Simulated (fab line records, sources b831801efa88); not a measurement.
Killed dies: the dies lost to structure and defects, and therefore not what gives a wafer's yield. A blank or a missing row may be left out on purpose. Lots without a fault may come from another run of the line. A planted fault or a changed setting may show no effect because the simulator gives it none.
Chamber matching :: flow gf180mcu :: cmp-02 running GF_V5_CMP_04: 4 sister chambers
The step polishes SiO2. 4 wafers are shown with their chamber, then 7 later ones without.

## WAFERS WITH THEIR CHAMBER
wafer: L553.4
chamber: 0
motor-current-A (A): 13.4

wafer: L553.6
chamber: 2
motor-current-A (A): 12.2

wafer: L564.2
chamber: 1
motor-current-A (A): 11.5

wafer: L564.3
chamber: 3
motor-current-A (A): 13.0

## WAFERS MISSING THEIR CHAMBER
wafer: L564.5
motor-current-A (A): 13.7

wafer: L568.1
motor-current-A (A): 13.4

wafer: L568.3
motor-current-A (A): 10.7

wafer: L568.5
motor-current-A (A): 12.9

wafer: L569.3
motor-current-A (A): 11.6

wafer: L569.5
motor-current-A (A): 11.4

wafer: L569.6
motor-current-A (A): 12.2

## CHAMBER TAKEN BY EACH
wafer: L564.5
from the rows above: can't be placed: 0 or 3
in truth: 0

wafer: L568.1
from the rows above: can't be placed: 0 or 3
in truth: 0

wafer: L568.3
from the rows above: 1
in truth: 1

wafer: L568.5
from the rows above: can't be placed: 3 or 0 or 2
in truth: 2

wafer: L569.3
from the rows above: can't be placed: 1 or 2
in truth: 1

wafer: L569.5
from the rows above: 1
in truth: 1

wafer: L569.6
from the rows above: 2
in truth: 2
Placed correctly: 3 of 7. Cannot be placed on the basis of these rows: 4; the candidates contain the true chamber in 4. Wrongly placed: 0.
How it was worked out, from the rows above alone: a wafer's distance from a chamber is the root of the sum, over the readings, of the square of ((its reading less the chamber's mean) divided by the reading's scatter). The wafer belongs to the nearest chamber; if the next one is less than 2 further off, it can't be placed. For every chamber, the mean is computed from those of its wafers that are shown. The scatter: root of mean squared gap, hidden wafer to nearest shown wafer, with one shown wafer a chamber.
